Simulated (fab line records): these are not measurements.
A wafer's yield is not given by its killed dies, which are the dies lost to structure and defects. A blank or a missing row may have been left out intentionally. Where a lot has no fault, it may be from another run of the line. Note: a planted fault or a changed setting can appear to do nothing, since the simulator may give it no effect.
Problem report, 8D (eight disciplines) form, completed by code :: flow gf180mcu :: the parts of the form that need people (team, actions taken, sign-off) are left out

== 1. PROBLEM STATEMENT ==
Mean NSD_RS at GF_PSD_RS_MEAS_14: 48.02 ohm/sq over 6 wafers in 2 lots; fault-free wafers: 46.19 ohm/sq, standard deviation 0.1. That puts it +18 standard deviations away from the usual mean.
The step: measures by four-point-probe.
First seen on wafer L380.2, day 19 11:52, on film-metro-04. At this step, 39 wafers from 13 lots have a number in the record. Rule for "out" (also "out of limits"): further than 4 standard deviations from the usual mean. Any other wafer with a number is counted as sound.

== 2. WHAT IT IS, AND WHAT IT ISN'T ==
question: which readings at this step
is: NSD_RS
is not: -

question: which lots
is: L380, L382
is not: L368, L369, L370, L371, L372, L374, L381, L385, L386, L387, L388

question: which wafers of those lots
is: all that have a number
is not: -

question: read on which gauges
is: film-metro-04
is not: film-metro-01, film-metro-03

question: when
is: from day 19 11:52
is not: up to then (18 sound wafers); but 15 sound wafers of L381, L385, L386, L387, L388 came after

== 3. SUSPECTS, AND WHAT RULES EACH OUT ==
Counting: a tool at any process step up to the reading remains a suspect when it ran all the lots that are out and ran no sound lot after the first of those.
- ruled out: the gauge at GF_PSD_RS_MEAS_14. All the wafers that are out were read on film-metro-04, but those of them that GF_NSD_IMPLANT_09 has rows for are out there too, on other tools.
- implanter-03 at GF_NSD_IMPLANT_09: kept. It processed each lot that is out, first L380 at day 18 12:08, and no sound lot thereafter; up to then, the last sound lot it processed was L371 at day 15 10:13. Out on those wafers are its own readings of dose-ions-cm2.
Remaining after the count: implanter-03 at GF_NSD_IMPLANT_09.

== 4. THE CAUSE (what the simulator had put in) ==
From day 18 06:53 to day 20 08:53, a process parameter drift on implanter-03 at GF_NSD_IMPLANT_09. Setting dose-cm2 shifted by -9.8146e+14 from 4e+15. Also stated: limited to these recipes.
The count eliminated every tool but this one.

== 5. THE EFFECT CHAIN, in route order ==
Rows list readings where the struck wafers' mean (over those with a number) sits beyond 3 standard deviations from the usual. Scope: only readings with a usual standard deviation given in the record; hours: median across lots of the time from each lot's start at the first step in this table that gives one to its start at this step; sigmas: change in usual standard deviations.
hours: 0
step: GF_NSD_IMPLANT_09
reading: dose-ions-cm2
usual: 4e+15
on struck wafers: 3e+15
change: -1e+15
sigmas: -99 or more

hours: 0
step: GF_NSD_STRIP_11
reading: strip-time-to-endpoint-s
usual: 22.96 s
on struck wafers: 21.89
change: -1.07
sigmas: -28

hours: 24
step: GF_PSD_RS_MEAS_14
reading: NSD_RS
usual: 46.19 ohm/sq
on struck wafers: 48.02
change: +1.83
sigmas: +18
Its process steps:
- GF_NSD_IMPLANT_09
- GF_NSD_STRIP_11: strips in O2/N2.

== 6. WHAT WOULD HAVE CAUGHT IT SOONER ==
In this record the first reading out of limits at a measuring or inspecting step was taken at day 19 11:52, 29 hours after the fault began at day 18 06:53.
The tool's own readings at GF_NSD_IMPLANT_09 were out on every struck wafer that the step has a row for (dose-ions-cm2): an alarm limit on them would have fired on the first of those.
All the lots that are out (2) had begun GF_NSD_IMPLANT_09 on implanter-03 by day 19 11:52. A hold on the tool at that time would have spared none of them.
